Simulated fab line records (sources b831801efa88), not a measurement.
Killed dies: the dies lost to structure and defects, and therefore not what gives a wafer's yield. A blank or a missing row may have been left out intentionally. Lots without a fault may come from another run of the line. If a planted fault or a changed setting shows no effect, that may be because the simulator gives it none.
Which of the tools did it? | flow gf180mcu | Sampling: 12 lots, 32 wafers, 6 of 602 route steps

== WHAT THE GAUGES READ, wafer by wafer ==
GF_M3_RS_MEAS_05: the measuring method here is four-point-probe.
lot  | measured     | on            | M3_ALCU_RS (ohm/sq)
L183 | day 20 01:40 | film metro-03 | 0.0688 0.0695 0.0693
L184 | day 20 09:50 | film metro-02 | 0.0696 0.0694 0.0695
L185 | day 20 19:53 | film metro-02 | 0.0699 0.0704 0.0711
L186 | day 21 07:47 | film metro-03 | 0.0696 0.0702 0.0701
L187 | day 21 12:11 | film metro-04 | 0.0693 0.0700
L188 | day 21 22:04 | film metro-02 | 0.0686 0.0696 0.0691
L189 | day 22 09:43 | film metro-03 | 0.0689 0.0691 0.0694
L190 | day 23 09:39 | film metro-03 | 0.0707 0.0693 0.0699
L191 | day 23 11:50 | film metro-03 | 0.0685 0.0688 0.0696
L197 | day 25 19:55 | film metro-02 | 0.0712 0.0700
L199 | day 25 23:13 | film metro-04 | 0.0679 0.0688
L201 | day 26 20:02 | film metro-02 | 0.0682 0.0685

GF_V4_THK_MEAS_03.
lot  | measured     | on            | V4_CVD_02_THK (nm)
L183 | day 23 04:40 | film metro-03 | 844 852 858
L184 | day 23 13:08 | film metro-04 | 837 846 843
L185 | day 23 21:19 | film metro-01 | 868 849 846
L186 | day 24 07:55 | film metro-01 | 835 831 847
L187 | day 24 10:37 | film metro-03 | 843 850
L188 | day 24 22:08 | film metro-03 | 859 852 874
L189 | day 25 09:35 | film metro-01 | 846 852 855
L190 | day 26 06:35 | film metro-04 | 834 838 844
L191 | day 26 08:35 | film metro-03 | 836 854 859
L197 | day 28 13:20 | film metro-04 | 866 774
L199 | day 28 16:41 | film metro-04 | 843 769
L201 | day 29 11:50 | film metro-04 | 834 758

GF_V4_CD_MEAS_14: the cd target is 260 nm.
lot  | measured     | on        | cd nm (nm)
L183 | day 24 03:29 | cd sem-02 | 260.8 260.8 260.8
L184 | day 24 11:23 | cd sem-02 | 261.4 260.0 260.9
L185 | day 24 19:38 | cd sem-01 | 261.6 261.2 261.9
L186 | day 25 06:43 | cd sem-02 | 261.1 260.0 260.2
L187 | day 25 09:18 | cd sem-02 | 259.5 260.0
L188 | day 25 20:02 | cd sem-01 | 259.4 259.5 260.2
L189 | day 26 07:01 | cd sem-01 | 261.1 262.4 262.3
L190 | day 27 04:04 | cd sem-01 | 261.2 259.6 260.9
L191 | day 27 05:58 | cd sem-02 | 258.7 258.6 259.0
L197 | day 29 08:54 | cd sem-01 | 260.0 261.0
L199 | day 29 11:32 | cd sem-02 | 260.0 259.5
L201 | day 30 06:14 | cd sem-01 | 259.7 260.4

GF_V4_THK_MEAS_25: measures by xrf.
lot  | measured     | on            | V4_W_THK (nm)
L183 | day 24 04:36 | film metro-01 | 353 349 353
L184 | day 24 12:32 | film metro-04 | 341 341 344
L185 | day 24 20:47 | film metro-04 | 345 346 341
L186 | day 25 07:52 | film metro-03 | 348 349 352
L187 | day 25 10:25 | film metro-03 | 351 349
L188 | day 25 21:11 | film metro-03 | 351 351 350
L189 | day 26 08:10 | film metro-03 | 346 346 348
L190 | day 27 05:14 | film metro-03 | 351 355 354
L191 | day 27 07:08 | film metro-01 | 365 363 357
L197 | day 29 10:09 | film metro-01 | 356 362
L199 | day 29 12:41 | film metro-04 | 357 349
L201 | day 30 07:24 | film metro-03 | 350 347

== WHAT TOOL EACH LOT RAN ON (gives the tool, then ch and the chambers of the sampled wafers, and finally the start) ==
lot  | GF_V4_CVD_02                    | GF_V4_CMP_04
L183 | pecvd-01 ch 0,1,2, day 23 04:37 | cmp-02 ch 0,3, day 23 04:45
L184 | pecvd-04 ch 0,2, day 23 13:04   | cmp-01 ch 0,1,3, day 23 13:12
L185 | pecvd-03 ch 0,1,2, day 23 21:14 | cmp-01 ch 0,2, day 23 21:25
L186 | pecvd-01 ch 0,1, day 24 07:50   | cmp-01 ch 2,3, day 24 07:58
L187 | pecvd-04 ch 0,2, day 24 10:33   | cmp-02 ch 0,1, day 24 10:51
L188 | pecvd-04 ch 0,1, day 24 22:04   | cmp-02 ch 0,2,3, day 24 22:11
L189 | pecvd-03 ch 0,1, day 25 09:31   | cmp-02 ch 0,2,3, day 25 09:45
L190 | pecvd-04 ch 0,2, day 26 06:31   | cmp-02 ch 0,2,3, day 26 06:38
L191 | pecvd-01 ch 0,2, day 26 08:31   | cmp-01 ch 1,2,3, day 26 08:44
L197 | pecvd-04 ch 0,1, day 28 13:16   | cmp-02 ch 2,3, day 28 13:32
L199 | pecvd-04 ch 0,2, day 28 16:37   | cmp-02 ch 2, day 28 16:47
L201 | pecvd-04 ch 2, day 29 11:46     | cmp-02 ch 1,2, day 29 11:56
- GF_V4_CVD_02: deposits SiO2 from TEOS, target thk 850 nm, time 94.851 s.
- GF_V4_CMP_04: polishes SiO2.

== AS READ BY THE TOOLS THEMSELVES (means over the sampled wafers that have a number; for cases with no such wafer, the mark the record gives instead) ==
GF_V4_CVD_02.
lot  | tool     | heater power w (W)
L183 | pecvd-01 | 715
L184 | pecvd-04 | 651
L185 | pecvd-03 | 809
L186 | pecvd-01 | 644
L187 | pecvd-04 | 729
L188 | pecvd-04 | 605
L189 | pecvd-03 | 699
L190 | pecvd-04 | 692
L191 | pecvd-01 | 657
L197 | pecvd-04 | 619
L199 | pecvd-04 | 766
L201 | pecvd-04 | 803

GF_V4_CMP_04.
lot  | tool   | motor current A (A) | time to endpoint s (s)
L183 | cmp-02 | 14.3                | 80
L184 | cmp-01 | 12.7                | 77
L185 | cmp-01 | 12.4                | 82
L186 | cmp-01 | 11.9                | 81
L187 | cmp-02 | 13.1                | 81
L188 | cmp-02 | 13.7                | 84
L189 | cmp-02 | 13.3                | 81
L190 | cmp-02 | 13.3                | 77
L191 | cmp-01 | 13.1                | 84
L197 | cmp-02 | 12.7                | 70
L199 | cmp-02 | 12.2                | 61
L201 | cmp-02 | 12.3                | 59

== THE ANSWER, worked out from the rows above alone ==
Rule: what is usual is taken from the lots themselves. Put in order of their means at a reading, lots are off if they are a third of the lots or fewer, leave a main group of 4 or more, and stand apart from it by a gap of 3 or more times the standard deviation of the main group's means; of several such gaps the widest counts. If all means in a main group match to the digits the tables above print for the reading, that group is not used. A lot without any number at a reading at which 4 lots or more have one is off too. Any other lot the step has rows for is counted as sound. First the gauges in route order, then the tools' own readings, where a lot's mean is used as printed above. At the first step where some lot is off, the reading lying furthest off is the one used; lots without a number count as furthest.
No lot is off on any of the readings shown, so nothing can be concluded from this.

== WHAT THE SIMULATOR HAD INSERTED ==
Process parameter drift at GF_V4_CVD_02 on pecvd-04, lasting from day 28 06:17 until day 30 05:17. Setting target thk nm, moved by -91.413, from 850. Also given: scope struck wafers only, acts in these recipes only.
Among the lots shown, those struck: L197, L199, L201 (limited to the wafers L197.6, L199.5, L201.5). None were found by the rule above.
